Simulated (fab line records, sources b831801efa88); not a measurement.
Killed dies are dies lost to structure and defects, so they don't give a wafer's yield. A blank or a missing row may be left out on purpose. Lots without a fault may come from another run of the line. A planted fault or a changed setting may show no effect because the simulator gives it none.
fab line records | flow sky130
record lots=5 wafers=15 last_day=50
route steps=708 shown VT_ADJUST_LVTN@103 VT_ADJUST_NCORE@119 VT_ADJUST_HVTR@131
lots that met no fault: from a run of the same line without faults
start_h: hours from the record's first day to the start of the lot's first wafer shown | wait_h: hours since the lot's step before | " the same as in the row above | L1.1+2: a row that stands for several wafers | - no value, or no start given | * or withheld: withheld | < > ~ a bound
route shown NAME@n: a module of which the file shows steps, and the number in the route of the first | usual: mean/standard deviation of fault-free wafers | same: alike in all rows | chamber/n: place in a boat | sites: the reading at each site | _std_site: their standard deviation | _edge_site: outer sites' mean less inner sites' | radius_mm: how far each site lies from the wafer's centre | mask NAME#n: copy n | behind: the tool/chamber that last shaped the wafer | hold: why the lot was held/for how many hours/how that ended | device: the transistor (n, p or np) that didn't switch | end of line: the same wafers' tests at the end of the route | a step without rows: its recipe alone | killed: dies lost to structure and defects at the first sort, not the wafer's yield | map: a wafer's dies, x killed, . not, _ none there
set.NAME: the setting as run; set.NAME@STEP: as run at that earlier step | model.NAME: the simulator's own value behind a step, which no gauge read
lots at some steps of the route; a table a step, a row a wafer
services: from which hour (start_h, from the record's first day; less than 0 if before it) a tool's chamber was out of use, for how many hours, and why
## steps
# step SKY_VT_ADJUST_LVTN_DEVELOP_06
# recipe wall_angle_deg=90 developer=TMAH develop_time_s=60 dev_temp_c=23
# usual resist_line_temp_C=23.02/0.11
# columns lot.wafer tool chamber start_h wait_h resist_line_temp_C
L076.2 litho_track-04 0 - - 22.97
L076.3 " 0 " " 23.04
L076.4 " 0 " " 22.99
L087.1 litho_track-04 0 - - 22.95
L087.4 " 0 " " 23.01
L087.5 " 0 " " 23.23
L089.2 litho_track-03 0 - - 23.01
L089.4 " 0 " " 22.95
L089.6 " 0 " " 22.98
L090.1 litho_track-04 0 - - 23.12
L090.4 " 0 " " 23.10
L090.6 " 0 " " 23.19
L096.1 litho_track-04 0 - - 22.97
L096.3 " 0 " " 22.91
L096.6 " 0 " " 22.98
# step SKY_VT_ADJUST_LVTN_OVL_MEAS_07
# usual VT_ADJUST_LVTN_OVL=0.5/1.5
# columns lot.wafer tool chamber start_h wait_h VT_ADJUST_LVTN_OVL[nm]
L076.2 overlay-02 - 152.96 - 2.1
L076.3 " - " " 0.8
L076.4 " - " " 0.6
L087.1 overlay-01 - 226.80 - 1.9
L087.4 " - " " 1.2
L087.5 " - " " 1.8
L089.2 overlay-02 - 240.16 - 0.6
L089.4 " - " " 0.2
L089.6 " - " " 0.4
L090.1 overlay-01 - 244.50 - 4.2
L090.4 " - " " 3.8
L090.6 " - " " 1.5
L096.1 overlay-01 - 288.50 - 3.8
L096.3 " - " " 2.9
L096.6 " - " " 2.2
# step SKY_VT_ADJUST_LVTN_IMPLANT_08
# recipe species=B energy_kev=30 dose_cm2=1.57e+12 tilt_deg=withheld
# usual end_station_pressure_torr=5.02e-06/2.6e-07
# columns lot.wafer tool chamber start_h wait_h end_station_pressure_torr
L076.2 implanter-01 0 153.01 0.0 4.97e-06
L076.3 " 0 " " 5.11e-06
L076.4 " 0 " " 4.86e-06
L087.1 implanter-04 0 226.84 0.0 5.18e-06
L087.4 " 0 " " 4.54e-06
L087.5 " 0 " " 4.73e-06
L089.2 implanter-04 0 240.22 0.0 4.92e-06
L089.4 " 0 " " 5.15e-06
L089.6 " 0 " " 5.02e-06
L090.1 implanter-01 0 244.54 0.0 5.3e-06
L090.4 " 0 " " 4.98e-06
L090.6 " 0 " " 5.24e-06
L096.1 implanter-02 0 288.54 0.0 4.79e-06
L096.3 " 0 " " 5.33e-06
L096.6 " 0 " " 5.33e-06
# step SKY_VT_ADJUST_LVTN_STRIP_09
# recipe chemistry=O2/N2 power_w=1400 pressure_mtorr=1500 platen_temp_c=withheld o2_flow_sccm=3000 n2_flow_sccm=300 overash_fraction=0.5
# usual drypump_motor_current_A=5.5/0.41 oes_product_au=0.722/0.0043 strip_time_to_endpoint_s=36.95/0.099
# columns lot.wafer tool chamber start_h wait_h drypump_motor_current_A oes_product_au rf_hours_counter_h strip_time_to_endpoint_s
L076.2 plasma_asher-04 0 153.14 0.1 5.8 0.729 47 36.97
L076.3 " 1 " " 6.1 0.713 - 36.93
L076.4 " 0 " " 5.8 0.718 - 36.83
L087.1 plasma_asher-03 1 226.99 0.1 5.1 0.717 53 36.98
L087.4 " 0 " " 5.6 0.724 - 36.93
L087.5 " 0 " " 5.7 0.727 - 36.99
L089.2 plasma_asher-04 0 240.34 0.1 5.8 0.722 56 36.87
L089.4 " 1 " " 6.1 0.725 - 36.84
L089.6 " 0 " " 5.9 0.727 - 36.86
L090.1 plasma_asher-01 0 244.69 0.1 5.6 0.724 42 36.95
L090.4 " 1 " " 4.9 0.720 - 37.03
L090.6 " 0 " " 5.6 0.737 - 37.07
L096.1 plasma_asher-04 1 288.69 0.1 6.1 0.721 61 37.08
L096.3 " 1 " " 6.1 0.726 - 36.96
L096.6 " 0 " " 5.8 0.728 - 37.04
# step SKY_VT_ADJUST_LVTN_TW_MEAS_10
# usual VT_ADJUST_LVTN_TW=239.4/2.9
# columns lot.wafer tool chamber start_h wait_h VT_ADJUST_LVTN_TW
L076.2 film_metro-04 - 153.25 0.1 244.0
L076.3 " - " " 244.8
L076.4 " - " " 243.8
L087.1 film_metro-04 - 227.09 0.1 243.5
L087.4 " - " " 243.9
L087.5 " - " " 245.1
L089.2 film_metro-01 - 240.45 0.1 238.0
L089.4 " - " " 239.3
L089.6 " - " " 237.4
L090.1 film_metro-04 - 244.79 0.1 244.2
L090.4 " - " " 245.2
L090.6 " - " " 244.7
L096.1 film_metro-01 - 288.79 0.1 238.8
L096.3 " - " " 238.3
L096.6 " - " " 238.0
# step SKY_VT_ADJUST_LVTN_DEHYDRATE_11
# recipe temp_c=200 time_s=60
# usual plate_temp_C=200.00/0.15 resist_line_temp_C=23.02/0.11
# columns lot.wafer tool chamber start_h wait_h plate_temp_C resist_line_temp_C
L076.2 litho_track-03 0 161.53 8.3 200.04 23.18
L076.3 " 0 " " 199.88 23.08
L076.4 " 0 " " 199.86 23.11
L087.1 litho_track-03 0 237.65 10.6 200.12 23.18
L087.4 " 0 " " 199.95 23.14
L087.5 " 0 " " 200.19 23.11
L089.2 litho_track-02 0 251.25 10.8 199.91 23.24
L089.4 " 0 " " 199.95 23.30
L089.6 " 0 " " 199.90 23.18
L090.1 litho_track-04 0 255.35 10.6 200.04 22.87
L090.4 " 0 " " 200.11 23.00
L090.6 " 0 " " 200.01 22.99
L096.1 litho_track-02 0 300.83 12.0 199.85 23.01
L096.3 " 0 " " 200.16 23.11
L096.6 " 0 " " 200.01 22.93
# step SKY_VT_ADJUST_LVTN_HMDS_12
# recipe prime_time_s=60 prime_temp_c=120
# usual resist_line_temp_C=23.02/0.1
# same prime_time_s=60
# columns lot.wafer tool chamber start_h wait_h resist_line_temp_C
L076.2 litho_track-03 0 161.68 0.1 23.04
L076.3 " 0 " " 23.15
L076.4 " 0 " " 23.26
L087.1 litho_track-03 0 237.80 0.1 22.93
L087.4 " 0 " " 23.05
L087.5 " 0 " " 22.96
L089.2 litho_track-02 0 251.40 0.1 22.96
L089.4 " 0 " " 22.91
L089.6 " 0 " " 22.92
L090.1 litho_track-04 0 255.50 0.1 22.90
L090.4 " 0 " " 22.94
L090.6 " 0 " " 22.91
L096.1 litho_track-02 0 300.98 0.1 23.04
L096.3 " 0 " " 23.09
L096.6 " 0 " " 22.91
# step SKY_VT_ADJUST_LVTN_COAT_13
# recipe resist=NOVOLAK spin_rpm=3000 resist_thk_nm=1140
# usual resist_line_temp_C=22.98/0.12
# columns lot.wafer tool chamber start_h wait_h resist_line_temp_C
L076.2 litho_track-03 0 161.83 0.1 22.91
L076.3 " 0 " " 22.97
L076.4 " 0 " " 22.85
L087.1 litho_track-03 0 237.95 0.1 23.19
L087.4 " 0 " " 23.08
L087.5 " 0 " " 22.90
L089.2 litho_track-02 0 251.55 0.1 22.70
L089.4 " 0 " " 22.76
L089.6 " 0 " " 22.81
L090.1 litho_track-04 0 255.65 0.1 22.88
L090.4 " 0 " " 23.01
L090.6 " 0 " " 22.99
L096.1 litho_track-02 0 301.13 0.1 22.96
L096.3 " 0 " " 22.90
L096.6 " 0 " " 22.97
# step SKY_VT_ADJUST_LVTN_SOFTBAKE_14
# recipe temp_c=90 time_s=60 resist=NOVOLAK
# usual plate_temp_C=90.00/0.14 resist_line_temp_C=23.02/0.11
# columns lot.wafer tool chamber start_h wait_h plate_temp_C resist_line_temp_C
L076.2 litho_track-03 0 161.98 0.1 89.99 23.00
L076.3 " 0 " " 89.99 22.95
L076.4 " 0 " " 89.75 22.96
L087.1 litho_track-03 0 238.10 0.1 90.07 22.98
L087.4 " 0 " " 90.07 23.00
L087.5 " 0 " " 89.94 22.94
L089.2 litho_track-02 0 251.70 0.1 90.05 22.99
L089.4 " 0 " " 90.09 23.04
L089.6 " 0 " " 90.04 23.02
L090.1 litho_track-04 0 255.80 0.1 90.08 22.82
L090.4 " 0 " " 89.90 22.98
L090.6 " 0 " " 90.16 22.85
L096.1 litho_track-02 0 301.28 0.1 89.84 23.00
L096.3 " 0 " " 89.95 23.08
L096.6 " 0 " " 89.97 22.97
# step SKY_VT_ADJUST_LVTN_EXPOSE_15
# recipe mask_id=HVN_STD_DERIVED na=0.6 source_shape=conventional sigma_outer=0.6 polarization=unpolarized target_cd_nm=600 dose_mj=163
# usual exposure_dose_mJ_cm2=163.01/0.17
# columns lot.wafer tool chamber start_h wait_h mask exposure_dose_mJ_cm2
L076.2 iline_stepper-02 0 - - HVN_STD_DERIVED#0 162.79
L076.3 " 0 " " HVN_STD_DERIVED#0 163.16
L076.4 " 0 " " HVN_STD_DERIVED#0 162.83
L087.1 iline_stepper-01 0 - - HVN_STD_DERIVED#0 163.54
L087.4 " 0 " " HVN_STD_DERIVED#0 163.10
L087.5 " 0 " " HVN_STD_DERIVED#0 163.51
L089.2 iline_stepper-01 0 - - HVN_STD_DERIVED#0 162.92
L089.4 " 0 " " HVN_STD_DERIVED#0 163.06
L089.6 " 0 " " HVN_STD_DERIVED#0 162.91
L090.1 iline_stepper-02 0 - - HVN_STD_DERIVED#0 162.94
L090.4 " 0 " " HVN_STD_DERIVED#0 162.55
L090.6 " 0 " " HVN_STD_DERIVED#0 162.89
L096.1 iline_stepper-02 0 - - HVN_STD_DERIVED#0 162.87
L096.3 " 0 " " HVN_STD_DERIVED#0 162.83
L096.6 " 0 " " HVN_STD_DERIVED#0 163.13
# step SKY_VT_ADJUST_LVTN_PEB_16
# recipe temp_c=withheld time_s=* resist=NOVOLAK
# usual resist_line_temp_C=*
# columns lot.wafer tool chamber start_h wait_h resist_line_temp_C
L076.2 litho_track-03 0 - - *
L076.3 " 0 " " *
L076.4 " 0 " " *
L087.1 litho_track-03 0 - - *
L087.4 " 0 " " *
L087.5 " 0 " " *
L089.2 litho_track-03 0 - - *
L089.4 " 0 " " *
L089.6 " 0 " " *
L090.1 litho_track-04 0 - - *
L090.4 " 0 " " *
L090.6 " 0 " " *
L096.1 litho_track-04 0 - - *
L096.3 " 0 " " *
L096.6 " 0 " " *
# step SKY_VT_ADJUST_LVTN_DEVELOP_17
# recipe resist=NOVOLAK developer=TMAH develop_time_s=60 dev_temp_c=23
# usual resist_line_temp_C=22.99/0.12
# columns lot.wafer tool chamber start_h wait_h resist_line_temp_C
L076.2 litho_track-03 0 172.78 0.1 22.98
L076.3 " 0 " " 22.89
L076.4 " 0 " " 22.97
L087.1 litho_track-03 0 249.10 0.1 22.91
L087.4 " 0 " " 22.90
L087.5 " 0 " " 22.87
L089.2 litho_track-03 0 263.78 0.1 22.94
L089.4 " 0 " " 22.99
L089.6 " 0 " " 22.91
L090.1 litho_track-04 0 268.10 0.1 22.96
L090.4 " 0 " " 23.05
L090.6 " 0 " " 22.99
L096.1 litho_track-04 0 313.65 0.1 23.08
L096.3 " 0 " " 22.82
L096.6 " 0 " " 22.87
# step SKY_VT_ADJUST_LVTN_OVL_MEAS_18
# usual VT_ADJUST_LVTN_01_OVL=0.4/1.2
# columns lot.wafer tool chamber start_h wait_h VT_ADJUST_LVTN_01_OVL[nm]
L076.2 overlay-01 - 172.91 0.1 1.5
L076.3 " - " " 2.3
L076.4 " - " " 1.8
L087.1 overlay-02 - 249.25 0.1 0.3
L087.4 " - " " 1.1
L087.5 " - " " 0.1
L089.2 overlay-01 - 263.91 0.1 0.7
L089.4 " - " " 0.9
L089.6 " - " " 0.3
L090.1 overlay-01 - 268.25 0.1 0.3
L090.4 " - " " 0.0
L090.6 " - " " 0.6
L096.1 overlay-01 - 313.80 0.1 1.5
L096.3 " - " " 1.9
L096.6 " - " " 0.9
# step SKY_VT_ADJUST_LVTN_IMPLANT_19
# recipe species=B energy_kev=30 dose_cm2=6.5e+11 tilt_deg=withheld
# usual end_station_pressure_torr=5e-06/2.6e-07
# columns lot.wafer tool chamber start_h wait_h end_station_pressure_torr
L076.2 implanter-01 0 172.97 0.0 4.86e-06
L076.3 " 0 " " 4.79e-06
L076.4 " 0 " " 5.13e-06
L087.1 implanter-01 0 249.29 0.0 5.68e-06
L087.4 " 0 " " 5.21e-06
L087.5 " 0 " " 5.18e-06
L089.2 implanter-01 0 263.97 0.0 5.06e-06
L089.4 " 0 " " 5.34e-06
L089.6 " 0 " " 5.25e-06
L090.1 implanter-01 0 268.29 0.0 4.67e-06
L090.4 " 0 " " 4.39e-06
L090.6 " 0 " " 4.66e-06
L096.1 implanter-01 0 313.84 0.0 4.97e-06
L096.3 " 0 " " 4.72e-06
L096.6 " 0 " " 4.84e-06
# step SKY_VT_ADJUST_LVTN_STRIP_20
# recipe chemistry=O2/N2 power_w=1400 pressure_mtorr=1500 platen_temp_c=withheld o2_flow_sccm=3000 n2_flow_sccm=300 overash_fraction=0.5
# usual drypump_motor_current_A=5.5/0.4 oes_product_au=0.715/0.0049 strip_time_to_endpoint_s=14.19/0.034
# columns lot.wafer tool chamber start_h wait_h drypump_motor_current_A oes_product_au rf_hours_counter_h strip_time_to_endpoint_s
L076.2 plasma_asher-03 0 173.09 0.1 5.6 0.725 48 14.20
L076.3 " 1 " " 5.2 0.723 - 14.16
L076.4 " 0 " " 5.7 0.716 - 14.15
L087.1 plasma_asher-03 1 249.44 0.1 5.2 0.718 55 14.17
L087.4 " 0 " " 5.7 0.711 - 14.16
L087.5 " 1 " " 5.2 0.713 - 14.22
L089.2 plasma_asher-01 0 264.09 0.1 5.5 0.716 44 14.17
L089.4 " 1 " " 4.9 0.707 - 14.16
L089.6 " 0 " " 5.6 0.721 - 14.14
L090.1 plasma_asher-03 1 268.44 0.1 5.2 0.710 57 14.17
L090.4 " 0 " " 5.7 0.718 - 14.18
L090.6 " 0 " " 5.7 0.718 - 14.19
L096.1 plasma_asher-01 0 313.99 0.1 5.5 0.713 49 14.22
L096.3 " 1 " " 4.9 0.716 - 14.20
L096.6 " 0 " " 5.5 0.718 - 14.17
# step SKY_VT_ADJUST_LVTN_TW_MEAS_21
# usual VT_ADJUST_LVTN_2_TW=187.3/2.8
# columns lot.wafer tool chamber start_h wait_h VT_ADJUST_LVTN_2_TW
L076.2 film_metro-04 - 173.20 0.1 189.7
L076.3 " - " " 190.4
L076.4 " - " " 190.1
L087.1 film_metro-04 - 249.54 0.1 190.8
L087.4 " - " " 191.2
L087.5 " - " " 191.4
L089.2 film_metro-04 - 264.20 0.1 191.7
L089.4 " - " " 193.0
L089.6 " - " " 190.9
L090.1 film_metro-02 - 268.54 0.1 186.5
L090.4 " - " " 186.7
L090.6 " - " " 186.8
L096.1 film_metro-01 - 314.09 0.1 185.7
L096.3 " - " " 184.8
L096.6 " - " " 185.8
# step SKY_VT_ADJUST_NCORE_DEHYDRATE_00
# recipe temp_c=200 time_s=60
# usual plate_temp_C=200.00/0.15 resist_line_temp_C=22.99/0.12
# columns lot.wafer tool chamber start_h wait_h plate_temp_C resist_line_temp_C
L076.2 litho_track-04 0 182.48 9.3 199.86 23.11
L076.3 " 0 " " 199.95 22.99
L076.4 " 0 " " 199.82 22.89
L087.1 litho_track-01 0 260.50 10.9 200.00 23.11
L087.4 " 0 " " 199.87 23.06
L087.5 " 0 " " 200.13 23.22
L089.2 litho_track-01 0 275.52 11.3 199.99 22.78
L089.4 " 0 " " 200.20 22.83
L089.6 " 0 " " 200.20 22.95
L090.1 litho_track-03 0 280.05 11.5 199.74 23.19
L090.4 " 0 " " 199.94 23.14
L090.6 " 0 " " 199.71 23.03
L096.1 litho_track-01 0 326.35 12.3 199.78 22.84
L096.3 " 0 " " 200.05 22.84
L096.6 " 0 " " 200.11 22.85
# step SKY_VT_ADJUST_NCORE_HMDS_01
# recipe prime_time_s=60 prime_temp_c=120
# usual resist_line_temp_C=22.97/0.12
# same prime_time_s=60
# columns lot.wafer tool chamber start_h wait_h resist_line_temp_C
L076.2 litho_track-04 0 182.63 0.1 22.94
L076.3 " 0 " " 22.95
L076.4 " 0 " " 22.86
L087.1 litho_track-01 0 260.65 0.1 23.08
L087.4 " 0 " " 23.13
L087.5 " 0 " " 22.96
L089.2 litho_track-01 0 275.67 0.1 22.94
L089.4 " 0 " " 22.99
L089.6 " 0 " " 22.75
L090.1 litho_track-03 0 280.20 0.1 22.89
L090.4 " 0 " " 23.02
L090.6 " 0 " " 22.84
L096.1 litho_track-01 0 326.50 0.1 23.11
L096.3 " 0 " " 23.00
L096.6 " 0 " " 22.97
# step SKY_VT_ADJUST_NCORE_COAT_02
# recipe resist=NOVOLAK spin_rpm=3000 resist_thk_nm=1140
# usual resist_line_temp_C=22.97/0.1
# columns lot.wafer tool chamber start_h wait_h resist_line_temp_C
L076.2 litho_track-04 0 182.78 0.1 23.05
L076.3 " 0 " " 22.90
L076.4 " 0 " " 23.08
L087.1 litho_track-01 0 260.80 0.1 23.20
L087.4 " 0 " " 23.02
L087.5 " 0 " " 23.18
L089.2 litho_track-01 0 275.82 0.1 23.04
L089.4 " 0 " " 22.99
L089.6 " 0 " " 23.05
L090.1 litho_track-03 0 280.35 0.1 22.95
L090.4 " 0 " " 23.11
L090.6 " 0 " " 23.05
L096.1 litho_track-01 0 326.65 0.1 23.09
L096.3 " 0 " " 23.01
L096.6 " 0 " " 22.95
# step SKY_VT_ADJUST_NCORE_SOFTBAKE_03
# recipe temp_c=90 time_s=60 resist=NOVOLAK
# usual plate_temp_C=89.99/0.12 resist_line_temp_C=22.98/0.11
# columns lot.wafer tool chamber start_h wait_h plate_temp_C resist_line_temp_C
L076.2 litho_track-04 0 182.93 0.1 90.12 23.16
L076.3 " 0 " " 90.00 23.04
L076.4 " 0 " " 89.96 23.23
L087.1 litho_track-01 0 260.95 0.1 89.92 22.91
L087.4 " 0 " " 89.94 22.88
L087.5 " 0 " " 89.95 22.99
L089.2 litho_track-01 0 275.97 0.1 89.91 23.04
L089.4 " 0 " " 89.82 23.09
L089.6 " 0 " " 89.84 23.03
L090.1 litho_track-03 0 280.50 0.1 89.99 23.01
L090.4 " 0 " " 90.10 23.07
L090.6 " 0 " " 90.15 23.14
L096.1 litho_track-01 0 326.80 0.1 90.15 22.91
L096.3 " 0 " " 89.98 22.98
L096.6 " 0 " " 90.16 22.99
# step SKY_VT_ADJUST_NCORE_EXPOSE_04
# recipe mask_id=LVTN_COMPLEMENT_THIN na=0.6 source_shape=conventional sigma_outer=0.6 polarization=unpolarized target_cd_nm=380 dose_mj=139
# usual exposure_dose_mJ_cm2=141.09/0.14
# columns lot.wafer tool chamber start_h wait_h mask exposure_dose_mJ_cm2
L076.2 iline_stepper-02 0 - - LVTN_COMPLEMENT_THIN#0 141.19
L076.3 " 0 " " LVTN_COMPLEMENT_THIN#0 140.70
L076.4 " 0 " " LVTN_COMPLEMENT_THIN#0 140.94
L087.1 iline_stepper-01 0 - - LVTN_COMPLEMENT_THIN#0 141.02
L087.4 " 0 " " LVTN_COMPLEMENT_THIN#0 141.02
L087.5 " 0 " " LVTN_COMPLEMENT_THIN#0 141.15
L089.2 iline_stepper-02 0 - - LVTN_COMPLEMENT_THIN#0 141.12
L089.4 " 0 " " LVTN_COMPLEMENT_THIN#0 141.19
L089.6 " 0 " " LVTN_COMPLEMENT_THIN#0 140.92
L090.1 iline_stepper-02 0 - - LVTN_COMPLEMENT_THIN#0 141.23
L090.4 " 0 " " LVTN_COMPLEMENT_THIN#0 140.98
L090.6 " 0 " " LVTN_COMPLEMENT_THIN#0 141.24
L096.1 iline_stepper-01 0 - - LVTN_COMPLEMENT_THIN#0 140.99
L096.3 " 0 " " LVTN_COMPLEMENT_THIN#0 141.00
L096.6 " 0 " " LVTN_COMPLEMENT_THIN#0 141.17
# step SKY_VT_ADJUST_NCORE_PEB_05
# recipe temp_c=withheld time_s=* resist=NOVOLAK
# usual resist_line_temp_C=*
# columns lot.wafer tool chamber start_h wait_h resist_line_temp_C
L076.2 litho_track-04 0 - - *
L076.3 " 0 " " *
L076.4 " 0 " " *
L087.1 litho_track-04 0 - - *
L087.4 " 0 " " *
L087.5 " 0 " " *
L089.2 litho_track-04 0 - - *
L089.4 " 0 " " *
L089.6 " 0 " " *
L090.1 litho_track-03 0 - - *
L090.4 " 0 " " *
L090.6 " 0 " " *
L096.1 litho_track-01 0 - - *
L096.3 " 0 " " *
L096.6 " 0 " " *
# step SKY_VT_ADJUST_NCORE_DEVELOP_06
# recipe resist=NOVOLAK developer=TMAH develop_time_s=57.37 dev_temp_c=23
# usual resist_line_temp_C=23.03/0.12
# columns lot.wafer tool chamber start_h wait_h resist_line_temp_C
L076.2 litho_track-04 0 193.08 0.1 23.41
L076.3 " 0 " " 23.17
L076.4 " 0 " " 23.18
L087.1 litho_track-04 0 272.60 0.1 23.13
L087.4 " 0 " " 23.13
L087.5 " 0 " " 23.18
L089.2 litho_track-04 0 288.03 0.1 22.95
L089.4 " 0 " " 23.10
L089.6 " 0 " " 22.98
L090.1 litho_track-03 0 293.15 0.1 22.90
L090.4 " 0 " " 22.94
L090.6 " 0 " " 22.98
L096.1 litho_track-01 0 339.75 0.1 22.97
L096.3 " 0 " " 23.05
L096.6 " 0 " " 22.96
# step SKY_VT_ADJUST_NCORE_CD_MEAS_07
# recipe target_cd_nm=380
# usual cd_nm=378.9/2.7
# columns lot.wafer tool chamber start_h wait_h cd_nm
L076.2 cd_sem-02 - 193.22 0.1 379.1
L076.3 " - " " 378.0
L076.4 " - " " 382.2
L087.1 cd_sem-01 - 272.75 0.1 380.2
L087.4 " - " " 379.6
L087.5 " - " " 379.0
L089.2 cd_sem-02 - 288.17 0.1 382.4
L089.4 " - " " 383.4
L089.6 " - " " 386.2
L090.1 cd_sem-02 - 293.30 0.1 381.6
L090.4 " - " " 382.8
L090.6 " - " " 381.8
L096.1 cd_sem-01 - 339.90 0.1 379.8
L096.3 " - " " 379.9
L096.6 " - " " 379.0
# step SKY_VT_ADJUST_NCORE_OVL_MEAS_08
# usual VT_ADJUST_NCORE_OVL=-0.7/1.3
# columns lot.wafer tool chamber start_h wait_h VT_ADJUST_NCORE_OVL[nm]
L076.2 overlay-01 - 193.33 0.1 1.2
L076.3 " - " " 0.1
L076.4 " - " " 1.0
L087.1 overlay-02 - 272.87 0.1 -2.0
L087.4 " - " " 0.0
L087.5 " - " " -1.2
L089.2 overlay-02 - 288.28 0.1 0.5
L089.4 " - " " -0.2
L089.6 " - " " -1.4
L090.1 overlay-01 - 293.42 0.1 -0.3
L090.4 " - " " -0.3
L090.6 " - " " 1.2
L096.1 overlay-01 - 340.02 0.1 -0.9
L096.3 " - " " -1.2
L096.6 " - " " -0.4
# step SKY_VT_ADJUST_NCORE_IMPLANT_09
# recipe species=B energy_kev=10 dose_cm2=2.4e+12 tilt_deg=withheld
# usual end_station_pressure_torr=5.03e-06/2.6e-07
# columns lot.wafer tool chamber start_h wait_h end_station_pressure_torr
L076.2 implanter-01 0 193.38 0.0 5.27e-06
L076.3 " 0 " " 5.49e-06
L076.4 " 0 " " 5.05e-06
L087.1 implanter-01 0 272.91 0.0 5e-06
L087.4 " 0 " " 5.35e-06
L087.5 " 0 " " 5.04e-06
L089.2 implanter-01 0 288.33 0.0 5.05e-06
L089.4 " 0 " " 4.81e-06
L089.6 " 0 " " 5.35e-06
L090.1 implanter-01 0 293.46 0.0 4.7e-06
L090.4 " 0 " " 4.65e-06
L090.6 " 0 " " 4.66e-06
L096.1 implanter-03 0 340.05 0.0 5e-06
L096.3 " 0 " " 4.75e-06
L096.6 " 0 " " 4.95e-06
# step SKY_VT_ADJUST_NCORE_STRIP_10
# recipe chemistry=O2/N2 power_w=1400 pressure_mtorr=1500 platen_temp_c=withheld o2_flow_sccm=3000 n2_flow_sccm=300 overash_fraction=0.5
# usual drypump_motor_current_A=5.30/0.28 oes_product_au=0.716/0.0045 strip_time_to_endpoint_s=14.19/0.038
# columns lot.wafer tool chamber start_h wait_h drypump_motor_current_A oes_product_au rf_hours_counter_h strip_time_to_endpoint_s
L076.2 plasma_asher-01 0 193.51 0.1 5.56 0.718 37 14.16
L076.3 " 1 " " 4.91 0.712 - 14.22
L076.4 " 0 " " 5.57 0.721 - 14.17
L087.1 plasma_asher-03 1 273.06 0.1 5.14 0.707 58 14.27
L087.4 " 0 " " 5.67 0.714 - 14.22
L087.5 " 0 " " 5.67 0.721 - 14.22
L089.2 plasma_asher-03 1 288.46 0.1 5.16 0.717 59 14.18
L089.4 " 0 " " 5.65 0.718 - 14.18
L089.6 " 1 " " 5.14 0.712 - 14.18
L090.1 plasma_asher-01 1 293.61 0.1 4.93 0.704 46 14.18
L090.4 " 0 " " 5.56 0.714 - 14.15
L090.6 " 0 " " 5.55 0.717 - 14.18
L096.1 plasma_asher-02 1 340.20 0.1 5.23 0.711 22 14.17
L096.3 " 1 " " 5.21 0.711 - 14.17
L096.6 " 0 " " 5.42 0.721 - 14.14
# step SKY_VT_ADJUST_NCORE_TW_MEAS_11
# usual VT_ADJUST_NCORE_TW=219.5/2.3
# columns lot.wafer tool chamber start_h wait_h VT_ADJUST_NCORE_TW
L076.2 film_metro-04 - 193.62 0.1 220.9
L076.3 " - " " 219.6
L076.4 " - " " 220.0
L087.1 film_metro-02 - 273.16 0.1 217.1
L087.4 " - " " 217.5
L087.5 " - " " 219.0
L089.2 film_metro-04 - 288.59 0.1 223.9
L089.4 " - " " 221.8
L089.6 " - " " 223.1
L090.1 film_metro-02 - 293.71 0.1 216.2
L090.4 " - " " 217.3
L090.6 " - " " 215.6
L096.1 film_metro-04 - 340.30 0.1 223.1
L096.3 " - " " 224.4
L096.6 " - " " 222.8
# step SKY_VT_ADJUST_HVTR_DEHYDRATE_00
# recipe temp_c=200 time_s=60
# usual plate_temp_C=200.00/0.17 resist_line_temp_C=22.99/0.11
# columns lot.wafer tool chamber start_h wait_h plate_temp_C resist_line_temp_C
L076.2 litho_track-04 0 203.43 9.8 199.76 22.87
L076.3 " 0 " " 199.89 22.87
L076.4 " 0 " " 200.14 22.97
L087.1 litho_track-01 0 285.00 11.8 200.26 23.03
L087.4 " 0 " " 200.24 22.98
L087.5 " 0 " " 200.12 22.92
L089.2 litho_track-02 0 300.25 11.6 200.23 23.06
L089.4 " 0 " " 200.24 23.00
L089.6 " 0 " " 199.93 22.91
L090.1 litho_track-02 0 306.18 12.5 200.04 23.08
L090.4 " 0 " " 200.01 22.93
L090.6 " 0 " " 200.38 23.03
L096.1 litho_track-01 0 353.10 12.8 199.74 23.07
L096.3 " 0 " " 200.11 23.02
L096.6 " 0 " " 199.91 22.92
# step SKY_VT_ADJUST_HVTR_HMDS_01
# recipe prime_time_s=60 prime_temp_c=120
# usual resist_line_temp_C=23.01/0.11
# same prime_time_s=60
# columns lot.wafer tool chamber start_h wait_h resist_line_temp_C
L076.2 litho_track-04 0 203.58 0.1 22.75
L076.3 " 0 " " 23.07
L076.4 " 0 " " 23.03
L087.1 litho_track-01 0 285.15 0.1 23.26
L087.4 " 0 " " 22.92
L087.5 " 0 " " 23.02
L089.2 litho_track-02 0 300.40 0.1 23.13
L089.4 " 0 " " 22.84
L089.6 " 0 " " 22.99
L090.1 litho_track-02 0 306.33 0.1 23.03
L090.4 " 0 " " 23.06
L090.6 " 0 " " 22.83
L096.1 litho_track-01 0 353.25 0.1 23.04
L096.3 " 0 " " 22.90
L096.6 " 0 " " 23.06
# step SKY_VT_ADJUST_HVTR_COAT_02
# recipe resist=NOVOLAK spin_rpm=3000 resist_thk_nm=1140
# usual resist_line_temp_C=23.01/0.1
# columns lot.wafer tool chamber start_h wait_h resist_line_temp_C
L076.2 litho_track-04 0 203.73 0.1 22.96
L076.3 " 0 " " 22.95
L076.4 " 0 " " 22.91
L087.1 litho_track-01 0 285.30 0.1 23.03
L087.4 " 0 " " 22.98
L087.5 " 0 " " 23.11
L089.2 litho_track-02 0 300.55 0.1 22.97
L089.4 " 0 " " 23.14
L089.6 " 0 " " 23.22
L090.1 litho_track-02 0 306.48 0.1 23.09
L090.4 " 0 " " 22.91
L090.6 " 0 " " 22.95
L096.1 litho_track-01 0 353.40 0.1 22.85
L096.3 " 0 " " 23.21
L096.6 " 0 " " 22.99
## services
# columns tool chamber start_h hours kind
iline_stepper-02 - 140.79 3.2 repair
implanter-02 - 144.55 4.9 repair
plasma_asher-02 - 148.75 1.9 repair
implanter-02 - 157.28 3.1 repair
plasma_asher-03 - 188.43 1.6 repair
plasma_asher-01 - 188.45 0.8 repair
plasma_asher-04 - 219.17 2.1 repair
implanter-03 - 221.33 2.1 repair
iline_stepper-02 - 221.94 1.7 pm
iline_stepper-01 - 243.98 1.7 pm
implanter-04 - 248.99 4.6 pm
plasma_asher-01 - 249.83 2.8 pm
plasma_asher-02 - 275.51 2.6 repair
implanter-04 - 291.88 7.2 repair
implanter-01 - 324.82 3.4 pm
plasma_asher-04 - 325.26 74.4 repair
plasma_asher-02 - 325.84 1.5 repair
implanter-04 - 329.52 55.3 repair
plasma_asher-03 - 336.85 2.8 pm
## key
fault none
